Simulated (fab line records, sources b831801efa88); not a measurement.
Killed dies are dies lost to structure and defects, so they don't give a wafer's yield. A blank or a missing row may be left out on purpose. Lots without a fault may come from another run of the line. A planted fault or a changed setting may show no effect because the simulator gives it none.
fab line records | flow sky130
record lots=6 wafers=18 last_day=50
route steps=708 shown VT_ADJUST_HVTP@93 VT_ADJUST_LVTN@97 PAD_OPEN@708
lots that met no fault: from a run of the same line without faults
start_h: hours from the record's first day to the start of the lot's first wafer shown | wait_h: hours since the lot's step before | " the same as in the row above | L1.1+2: a row that stands for several wafers | - no value, or no start given | * or withheld: withheld | < > ~ a bound
route shown NAME@n: a module of which the file shows steps, and the number in the route of the first | usual: mean/standard deviation of fault-free wafers | same: alike in all rows | chamber/n: place in a boat | sites: the reading at each site | _std_site: their standard deviation | _edge_site: outer sites' mean less inner sites' | radius_mm: how far each site lies from the wafer's centre | mask NAME#n: copy n | behind: the tool/chamber that last shaped the wafer | hold: why the lot was held/for how many hours/how that ended | device: the transistor (n, p or np) that didn't switch | end of line: the same wafers' tests at the end of the route | a step without rows: its recipe alone | killed: dies lost to structure and defects at the first sort, not the wafer's yield | map: a wafer's dies, x killed, . not, _ none there
set.NAME: the setting as run; set.NAME@STEP: as run at that earlier step | model.NAME: the simulator's own value behind a step, which no gauge read
lots at some steps of the route; a table a step, a row a wafer
services: from which hour (start_h, from the record's first day; less than 0 if before it) a tool's chamber was out of use, for how many hours, and why
## steps
# step SKY_VT_ADJUST_HVTP_OVL_MEAS_08
# usual VT_ADJUST_HVTP_OVL=-0.7/1.5
# columns lot.wafer tool chamber start_h wait_h VT_ADJUST_HVTP_OVL[nm]
L282.2 overlay-01 - 124.17 0.1 -2.2
L282.3 " - " " -3.8
L282.4 " - " " -1.3
L287.1 overlay-02 - 153.68 0.1 -0.4
L287.2 " - " " 1.4
L287.6 " - " " 1.4
L298.1 overlay-02 - 236.43 0.1 1.3
L298.4 " - " " 1.5
L298.6 " - " " 2.0
L300.2 overlay-02 - 240.93 0.1 2.0
L300.4 " - " " -0.3
L300.6 " - " " 1.6
L299.2 overlay-01 - 242.39 0.1 -0.9
L299.4 " - " " 0.7
L299.6 " - " " -1.2
L304.1 overlay-02 - 262.39 0.1 -0.8
L304.2 " - " " -1.1
L304.6 " - " " -1.4
# step SKY_VT_ADJUST_HVTP_IMPLANT_09
# recipe species=As energy_kev=150 dose_cm2=4.3e+12 tilt_deg=withheld
# step SKY_VT_ADJUST_HVTP_STRIP_10
# recipe chemistry=O2/N2 power_w=1400 pressure_mtorr=1500 platen_temp_c=withheld o2_flow_sccm=3000 n2_flow_sccm=300 overash_fraction=0.5
# usual chamber_pressure_mTorr=1500.2/1.4 drypump_motor_current_A=5.7/0.6 oes_product_au=0.716/0.0045 strip_time_to_endpoint_s=14.19/0.042
# columns lot.wafer tool chamber start_h wait_h chamber_pressure_mTorr drypump_motor_current_A oes_product_au rf_hours_counter_h strip_time_to_endpoint_s
L282.2 plasma_asher-02 0 124.35 0.1 1502.1 6.2 0.714 30 14.15
L282.3 " 1 " " 1500.6 5.6 0.727 - 14.16
L282.4 " 0 " " 1501.1 6.3 0.718 - 14.16
L287.1 plasma_asher-04 0 153.87 0.1 1500.8 6.0 0.710 46 14.27
L287.2 " 1 " " 1502.4 5.4 0.721 46 14.27
L287.6 " 0 " " 1500.9 6.0 0.720 - 14.23
L298.1 plasma_asher-01 1 236.62 0.1 1498.5 4.8 0.720 54 14.17
L298.4 " 0 " " 1501.6 6.3 0.720 - 14.21
L298.6 " 0 " " 1500.5 6.3 0.713 - 14.17
L300.2 plasma_asher-01 0 241.11 0.1 1500.2 6.3 0.713 55 14.20
L300.4 " 0 " " 1498.6 6.3 0.714 - 14.21
L300.6 " 0 " " 1500.9 6.3 0.719 - 14.18
L299.2 plasma_asher-01 1 242.57 0.1 1499.2 4.8 0.712 55 14.24
L299.4 " 0 " " 1501.5 6.3 0.717 - 14.17
L299.6 " 0 " " 1500.9 6.3 0.714 - 14.23
L304.1 plasma_asher-04 1 262.58 0.1 1500.5 5.3 0.713 57 14.16
L304.2 " 0 " " 1500.0 6.0 0.725 57 14.20
L304.6 " 0 " " 1499.9 6.0 0.716 - 14.15
# step SKY_VT_ADJUST_HVTP_TW_MEAS_11
# usual VT_ADJUST_HVTP_TW=1350/12
# columns lot.wafer tool chamber start_h wait_h VT_ADJUST_HVTP_TW
L282.2 film_metro-01 - 124.46 0.1 1360
L282.3 " - " " 1360
L282.4 " - " " 1365
L287.1 film_metro-02 - 153.97 0.1 1356
L287.2 " - " " 1355
L287.6 " - " " 1357
L298.1 film_metro-03 - 236.72 0.1 1338
L298.4 " - " " 1347
L298.6 " - " " 1346
L300.2 film_metro-02 - 241.22 0.1 1354
L300.4 " - " " 1352
L300.6 " - " " 1355
L299.2 film_metro-03 - 242.68 0.1 1344
L299.4 " - " " 1339
L299.6 " - " " 1334
L304.1 film_metro-03 - 262.68 0.1 1342
L304.2 " - " " 1341
L304.6 " - " " 1337
# step SKY_VT_ADJUST_LVTN_DEHYDRATE_00
# recipe temp_c=200 time_s=60
# step SKY_VT_ADJUST_LVTN_HMDS_01
# recipe prime_time_s=60 prime_temp_c=120
# step SKY_VT_ADJUST_LVTN_COAT_02
# recipe spin_rpm=2000 resist_thk_nm=3000
# step SKY_VT_ADJUST_LVTN_SOFTBAKE_03
# recipe temp_c=110 time_s=withheld
# step SKY_VT_ADJUST_LVTN_EXPOSE_04
# recipe mask_id=NWM_COMPLEMENT_LESS_NATIVE na=0.6 source_shape=conventional sigma_outer=0.6 polarization=unpolarized target_cd_nm=840 dose_mj=194
# step SKY_VT_ADJUST_LVTN_PEB_05
# recipe temp_c=115 time_s=withheld
# step SKY_VT_ADJUST_LVTN_DEVELOP_06
# recipe wall_angle_deg=90 developer=TMAH develop_time_s=60 dev_temp_c=23
# step SKY_VT_ADJUST_LVTN_OVL_MEAS_07
# usual VT_ADJUST_LVTN_OVL=0.5/1.1
# columns lot.wafer tool chamber start_h wait_h VT_ADJUST_LVTN_OVL[nm]
L282.2 overlay-01 - 142.68 - 2.3
L282.3 " - " " 2.8
L282.4 " - " " 2.4
L287.1 overlay-01 - 173.79 - 1.8
L287.2 " - " " 3.3
L287.6 " - " " 3.0
L298.1 overlay-01 - 259.39 - -0.6
L298.4 " - " " -0.5
L298.6 " - " " 0.1
L300.2 overlay-01 - 264.84 - -0.1
L300.4 " - " " 0.8
L300.6 " - " " 0.7
L299.2 overlay-01 - 266.54 - 1.5
L299.4 " - " " -1.1
L299.6 " - " " 0.1
L304.1 overlay-01 - 287.07 - 0.4
L304.2 " - " " 1.0
L304.6 " - " " -1.5
# step SKY_VT_ADJUST_LVTN_IMPLANT_08
# recipe species=B energy_kev=30 dose_cm2=1.57e+12 tilt_deg=withheld
# usual dose_ions_cm2=1.5698e+12/1.6e+09
# columns lot.wafer tool chamber start_h wait_h dose_ions_cm2
L282.2 implanter-04 0 142.73 0.0 1.571e+12
L282.3 " 0 " " 1.5699e+12
L282.4 " 0 " " 1.5693e+12
L287.1 implanter-03 0 173.83 0.0 1.5687e+12
L287.2 " 0 " " 1.5701e+12
L287.6 " 0 " " 1.5689e+12
L298.1 implanter-04 0 259.43 0.0 1.566e+12
L298.4 " 0 " " 1.566e+12
L298.6 " 0 " " 1.5688e+12
L300.2 implanter-03 0 264.90 0.0 1.501e+12
L300.4 " 0 " " 1.5033e+12
L300.6 " 0 " " 1.5017e+12
L299.2 implanter-03 0 266.80 0.3 1.5046e+12
L299.4 " 0 " " 1.5062e+12
L299.6 " 0 " " 1.506e+12
L304.1 implanter-04 0 287.11 0.0 1.5695e+12
L304.2 " 0 " " 1.5676e+12
L304.6 " 0 " " 1.5678e+12
# step SKY_VT_ADJUST_LVTN_STRIP_09
# recipe chemistry=O2/N2 power_w=1400 pressure_mtorr=1500 platen_temp_c=withheld o2_flow_sccm=3000 n2_flow_sccm=300 overash_fraction=0.5
# usual chamber_pressure_mTorr=1500.1/1.3 drypump_motor_current_A=5.8/0.37 oes_product_au=0.723/0.0042 strip_time_to_endpoint_s=36.93/0.11
# columns lot.wafer tool chamber start_h wait_h chamber_pressure_mTorr drypump_motor_current_A oes_product_au rf_hours_counter_h strip_time_to_endpoint_s
L282.2 plasma_asher-04 0 142.86 0.1 1501.7 6.0 0.724 45 36.84
L282.3 " 0 " " 1499.6 6.0 0.726 - 36.89
L282.4 " 1 " " 1499.2 5.4 0.725 - 36.87
L287.1 plasma_asher-03 0 173.98 0.1 1501.0 6.2 0.717 5 37.09
L287.2 " 1 " " 1499.9 5.3 0.717 5 36.92
L287.6 " 1 " " 1500.4 5.3 0.718 - 36.92
L298.1 plasma_asher-03 0 259.58 0.1 1501.2 6.2 0.720 14 36.87
L298.4 " 1 " " 1500.8 5.3 0.726 - 36.95
L298.6 " 1 " " 1501.3 5.3 0.715 - 37.04
L300.2 plasma_asher-03 1 265.02 0.1 1501.3 5.4 0.717 15 37.13
L300.4 " 1 " " 1500.0 5.3 0.724 - 37.04
L300.6 " 0 " " 1498.5 6.2 0.725 - 37.05
L299.2 plasma_asher-04 0 266.93 0.1 1501.1 6.0 0.730 58 36.65
L299.4 " 1 " " 1499.2 5.4 0.721 - 36.69
L299.6 " 0 " " 1499.6 6.0 0.735 - 36.86
L304.1 plasma_asher-02 0 287.26 0.1 1499.5 6.2 0.722 47 36.76
L304.2 " 1 " " 1499.6 5.6 0.717 47 36.78
L304.6 " 1 " " 1500.6 5.6 0.726 - 36.80
# step SKY_PAD_OPEN_PROBE_99
# usual killed_at_M0_to_M3=44/6.3 killed_at_M4_up=2.8/1.7 killed_at_contacts=25/5.8 killed_at_front_end=14/4.4 killed_at_other=0.3/0.49 killed_dies=86/8.7 killed_open=48/5.8 killed_short=38/6
# same gross_dies=492 killed_at_back_side=0
# columns lot.wafer tool chamber start_h wait_h killed_at_M0_to_M3 killed_at_M4_up killed_at_contacts killed_at_front_end killed_at_other killed_dies killed_open killed_short
L282.2 prober-02 - 1076.80 0.1 46 4 21 15 0 86 45 41
L282.3 prober-02 - 1076.85 0.2 44 3 18 15 0 80 48 32
L282.4 prober-02 - 1076.90 0.2 46 5 28 22 1 102 53 49
L287.1 prober-01 - 1104.93 0.1 41 4 26 11 0 82 43 39
L287.2 prober-01 - 1104.98 0.1 48 2 20 7 1 78 46 32
L287.6 prober-01 - 1105.18 0.2 41 4 20 14 0 79 46 33
L300.2 prober-01 - 1181.43 0.1 55 3 32 20 0 110 65 45
L300.4 prober-01 - 1181.53 0.2 47 3 27 13 0 90 54 36
L300.6 prober-01 - 1181.63 0.2 54 4 27 10 0 95 58 37
# killed by level:class
L282.2 VIA2:geometric_particle:open=8 VIA1:geometric_particle:open=8 METAL2:geometric_particle:short=8 CONTACT:geometric_particle:open=7 LI_CONTACT:geometric_particle:open=5 METAL1:geometric_particle:short=5 POLY_GATE:geometric_particle:short=4 LI_CONTACT:geometric_particle:short=4
L282.3 CONTACT:geometric_particle:open=11 VIA1:geometric_particle:open=9 VIA3:geometric_particle:open=8 METAL2:geometric_particle:short=5 VIA2:geometric_particle:short=5 VIA2:geometric_particle:open=4 VIA1:geometric_particle:short=4 POLY_GATE:geometric_particle:open=3
L282.4 LI_CONTACT:geometric_particle:open=12 VIA1:geometric_particle:open=10 VIA1:geometric_particle:short=10 FIELD_ISO:geometric_particle:open=7 CONTACT:geometric_particle:short=7 VIA3:geometric_particle:open=7 POLY_GATE:geometric_particle:open=6 VIA2:geometric_particle:open=6
L287.1 CONTACT:geometric_particle:open=12 VIA3:geometric_particle:open=9 LI_CONTACT:geometric_particle:open=6 LOCAL_INTERCONNECT:geometric_particle:short=5 VIA1:geometric_particle:open=5 VIA1:geometric_particle:short=5 METAL2:geometric_particle:short=5 VIA2:geometric_particle:open=5
L287.2 CONTACT:geometric_particle:open=7 METAL1:geometric_particle:short=7 VIA3:geometric_particle:open=7 LI_CONTACT:geometric_particle:open=6 VIA1:geometric_particle:open=5 METAL2:geometric_particle:short=5 VIA2:geometric_particle:open=5 VIA3:geometric_particle:short=5
L287.6 VIA1:geometric_particle:open=11 VIA3:geometric_particle:open=9 CONTACT:geometric_particle:short=6 FIELD_ISO:geometric_particle:open=4 METAL2:geometric_particle:short=4 POLY_GATE:geometric_particle:open=4 LI_CONTACT:geometric_particle:open=4 CONTACT:geometric_particle:open=4
L300.2 VIA1:geometric_particle:open=13 CONTACT:geometric_particle:open=10 VIA2:geometric_particle:open=10 METAL2:geometric_particle:short=9 FIELD_ISO:geometric_particle:open=8 LI_CONTACT:geometric_particle:open=8 CONTACT:geometric_particle:short=7 METAL1:geometric_particle:short=6
L300.4 CONTACT:geometric_particle:open=11 VIA2:geometric_particle:open=9 VIA3:geometric_particle:open=8 VIA1:geometric_particle:open=8 VIA3:geometric_particle:short=8 METAL2:geometric_particle:short=7 LI_CONTACT:geometric_particle:open=6 POLY_GATE:geometric_particle:open=5
L300.6 VIA2:geometric_particle:open=12 VIA1:geometric_particle:open=10 VIA3:geometric_particle:open=10 LI_CONTACT:geometric_particle:open=8 CONTACT:geometric_particle:open=7 METAL3:geometric_particle:short=6 CONTACT:geometric_particle:short=6 LOCAL_INTERCONNECT:geometric_particle:short=5
## services
# columns tool chamber start_h hours kind
plasma_asher-03 - 108.75 9.0 pm
plasma_asher-03 0 108.75 9.0 vent_cycle
plasma_asher-03 1 108.75 9.0 vent_cycle
plasma_asher-03 0 117.75 - clean
plasma_asher-03 1 117.75 - clean
plasma_asher-04 - 120.82 2.8 pm
plasma_asher-04 - 143.69 4.9 repair
plasma_asher-03 - 150.50 2.8 pm
implanter-03 - 158.10 3.0 pm
plasma_asher-01 - 161.90 2.8 pm
implanter-03 - 166.50 1.4 repair
plasma_asher-01 - 201.48 10.9 repair
implanter-04 - 209.59 5.9 pm
implanter-03 - 223.73 0.7 repair
plasma_asher-01 - 234.74 1.3 repair
plasma_asher-01 - 246.27 3.2 repair
implanter-04 - 264.63 2.4 repair
implanter-04 - 270.47 5.1 repair
## key
first_sign step=SKY_VT_ADJUST_LVTN_IMPLANT_08 reading=dose_ions_cm2 direction=down sigmas=42 usual=* struck=*
effect none on later readings
met_at SKY_VT_ADJUST_LVTN_IMPLANT_08
struck_wafers L299.2,L299.4,L299.6,L300.2,L300.4,L300.6
tester_left_out L299,L300
onset_between 173.83 264.90
fault kind=process_parameter_drift tool=implanter-03 chamber=- onset_h=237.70 steps=SKY_VT_ADJUST_LVTN_IMPLANT_08 channel=dose_cm2 offset=* shape=step end_h=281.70 acts_in=* stated=*
# tester_left_out: of these lots the tester's yield and bins aren't shown, on N5 and GAA mostly nor the transistor test; their killed dies are dies lost to structure and defects alone, not to doping, threshold or leakage, so they don't give the yield
